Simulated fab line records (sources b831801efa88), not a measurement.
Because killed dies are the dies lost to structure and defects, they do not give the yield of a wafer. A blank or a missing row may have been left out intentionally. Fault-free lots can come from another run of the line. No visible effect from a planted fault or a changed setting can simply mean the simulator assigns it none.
The tool behind it: which one? + flow sfqLine + Sampling: 14 lots, 42 wafers, 3 of 325 route steps

WHAT THE GAUGES READ, wafer by wafer
SFQ_M2_RS_MEAS_914: the measuring method here is four-point-probe.
| lot  | measured     | on           | M2_NB_RS (ohm/sq) |
|------|--------------|--------------|-------------------|
| L646 | day 24 16:18 | filmMetro-02 | 0.902 0.909 0.901 |
| L647 | day 26 17:52 | filmMetro-03 | 0.903 0.885 0.885 |
| L649 | day 27 00:02 | filmMetro-02 | 0.886 0.877 0.877 |
| L651 | day 33 02:52 | filmMetro-01 | 0.895 0.898 0.913 |
| L656 | day 35 04:14 | filmMetro-02 | 1.024 1.034 1.050 |
| L657 | day 35 08:49 | filmMetro-02 | 1.022 1.009 1.017 |
| L658 | day 35 13:43 | filmMetro-03 | 0.872 0.878 0.870 |
| L661 | day 36 21:49 | filmMetro-01 | 0.885 0.883 0.873 |
| L662 | day 37 08:01 | filmMetro-01 | 0.871 0.878 0.878 |
| L664 | day 37 21:50 | filmMetro-01 | 0.881 0.874 0.879 |
| L665 | day 38 06:11 | filmMetro-02 | 0.914 0.903 0.903 |
| L666 | day 38 18:13 | filmMetro-01 | 0.910 0.888 0.886 |
| L667 | day 38 21:49 | filmMetro-01 | 0.895 0.883 0.885 |
| L668 | day 39 10:38 | filmMetro-01 | 0.883 0.906 0.899 |

WHAT TOOL EACH LOT RAN ON (gives the tool, then ch and the chambers of the sampled wafers, and finally the start)
| lot  | SFQ_TRILAYER_L0_DEP_SPUTTER_003 | SFQ_TRILAYER_M2_DEP_SPUTTER_055 |
|------|---------------------------------|---------------------------------|
| L646 | pvdSputter-04, day 1 17:29      | pvdSputter-06, day 24 16:13     |
| L647 | pvdSputter-04, day 1 22:29      | pvdSputter-06, day 26 17:47     |
| L649 | pvdSputter-04, day 2 08:29      | pvdSputter-06, day 26 23:55     |
| L651 | pvdSputter-04, day 2 18:29      | pvdSputter-06, day 33 02:47     |
| L656 | pvdSputter-05, day 3 19:29      | pvdSputter-06, day 35 04:07     |
| L657 | pvdSputter-06, day 4 00:29      | pvdSputter-06, day 35 08:42     |
| L658 | pvdSputter-06, day 4 05:29      | pvdSputter-05, day 35 13:38     |
| L661 | pvdSputter-06, day 4 20:29      | pvdSputter-05, day 36 21:42     |
| L662 | pvdSputter-06, day 5 01:29      | pvdSputter-05, day 37 07:55     |
| L664 | pvdSputter-04, day 5 11:29      | pvdSputter-05, day 37 21:42     |
| L665 | pvdSputter-04, day 5 16:29      | pvdSputter-06, day 38 06:06     |
| L666 | pvdSputter-05, day 5 21:29      | pvdSputter-06, day 38 18:06     |
| L667 | pvdSputter-06, day 6 02:29      | pvdSputter-05, day 38 21:42     |
| L668 | pvdSputter-04, day 6 07:29      | pvdSputter-06, day 39 10:33     |
- SFQ_TRILAYER_L0_DEP_SPUTTER_003: material MoNx KI, target thk 40 nm, time 100 s.
- SFQ_TRILAYER_M2_DEP_SPUTTER_055: material Nb, target thk 200 nm, time 133.3 s.

AS READ BY THE TOOLS THEMSELVES (means over the sampled wafers that have a number; for cases with no such wafer, the mark the record gives instead)
SFQ_TRILAYER_L0_DEP_SPUTTER_003.
| lot  | tool          | basePressurePa (Pa) | cathodeDcPowerW (W) | throttleValvePct (%) |
|------|---------------|---------------------|---------------------|----------------------|
| L646 | pvdSputter-04 | 1.36e-06            | 800.04              | 29.5                 |
| L647 | pvdSputter-04 | 1.31e-06            | 800.07              | 29.6                 |
| L649 | pvdSputter-04 | 1.36e-06            | 800.04              | 30.1                 |
| L651 | pvdSputter-04 | 1.31e-06            | 800.00              | 29.5                 |
| L656 | pvdSputter-05 | 1.36e-06            | 800.06              | 29.9                 |
| L657 | pvdSputter-06 | 1.39e-06            | 799.94              | 29.9                 |
| L658 | pvdSputter-06 | 1.36e-06            | 799.96              | 29.4                 |
| L661 | pvdSputter-06 | 1.33e-06            | 799.89              | 30.4                 |
| L662 | pvdSputter-06 | 1.31e-06            | 799.90              | 31.1                 |
| L664 | pvdSputter-04 | 1.31e-06            | 799.97              | 30.6                 |
| L665 | pvdSputter-04 | 1.32e-06            | 800.17              | 29.9                 |
| L666 | pvdSputter-05 | 1.31e-06            | 800.07              | 29.8                 |
| L667 | pvdSputter-06 | 1.39e-06            | 799.98              | 30.5                 |
| L668 | pvdSputter-04 | 1.27e-06            | 799.96              | 29.1                 |

SFQ_TRILAYER_M2_DEP_SPUTTER_055.
| lot  | tool          | basePressurePa (Pa) | cathodeDcPowerW (W) | throttleValvePct (%) |
|------|---------------|---------------------|---------------------|----------------------|
| L646 | pvdSputter-06 | 1.34e-06            | 2000.1              | 29.9                 |
| L647 | pvdSputter-06 | 1.36e-06            | 2000.0              | 30.2                 |
| L649 | pvdSputter-06 | 1.30e-06            | 2000.0              | 29.7                 |
| L651 | pvdSputter-06 | 1.35e-06            | 2000.0              | 30.0                 |
| L656 | pvdSputter-06 | 1.34e-06            | 1721.3              | 30.3                 |
| L657 | pvdSputter-06 | 1.33e-06            | 1721.7              | 29.2                 |
| L658 | pvdSputter-05 | 1.33e-06            | 1999.9              | 29.8                 |
| L661 | pvdSputter-05 | 1.36e-06            | 2000.1              | 30.0                 |
| L662 | pvdSputter-05 | 1.27e-06            | 2000.0              | 29.9                 |
| L664 | pvdSputter-05 | 1.32e-06            | 1999.8              | 29.8                 |
| L665 | pvdSputter-06 | 1.26e-06            | 1999.8              | 30.9                 |
| L666 | pvdSputter-06 | 1.33e-06            | 2000.1              | 30.5                 |
| L667 | pvdSputter-05 | 1.34e-06            | 1999.9              | 30.2                 |
| L668 | pvdSputter-06 | 1.22e-06            | 2000.0              | 29.7                 |

THE ANSWER, worked out from the rows above alone
Rule: usual is defined by the lots themselves. Put in order of their means at a reading, lots are off if they are a third of the lots or fewer, leave a main group of 4 or more, and stand apart from it by a gap of 3 or more times the standard deviation of the main group's means; of several such gaps the widest counts. A main group whose means are all the same, to the digits that the tables above print for the reading, isn't used. A lot without any number at a reading at which 4 lots or more have one is off too. Where the step has rows for the other lots, those lots are counted as sound. After the gauges, taken in route order, come the tools' own readings; for these a lot's mean is taken, as printed above. At the first step where some lot is off, the reading lying furthest off is the one used; lots without a number count as furthest.
Off: L656, L657, seen at SFQ_M2_RS_MEAS_914 (M2_NB_RS). The main group has a mean of 0.889 ohm/sq with a standard deviation of 0.011.
A tool fits if, at a process step before that reading, it ran every lot that is off, and no sound lot after the first of them. Not tried: the gauges at SFQ_M2_RS_MEAS_914; whatever is off there is also off at SFQ_TRILAYER_M2_DEP_SPUTTER_055, on other tools, and gauge error can't account for it. Of those tried, none fits.

WHAT THE SIMULATOR HAD INSERTED
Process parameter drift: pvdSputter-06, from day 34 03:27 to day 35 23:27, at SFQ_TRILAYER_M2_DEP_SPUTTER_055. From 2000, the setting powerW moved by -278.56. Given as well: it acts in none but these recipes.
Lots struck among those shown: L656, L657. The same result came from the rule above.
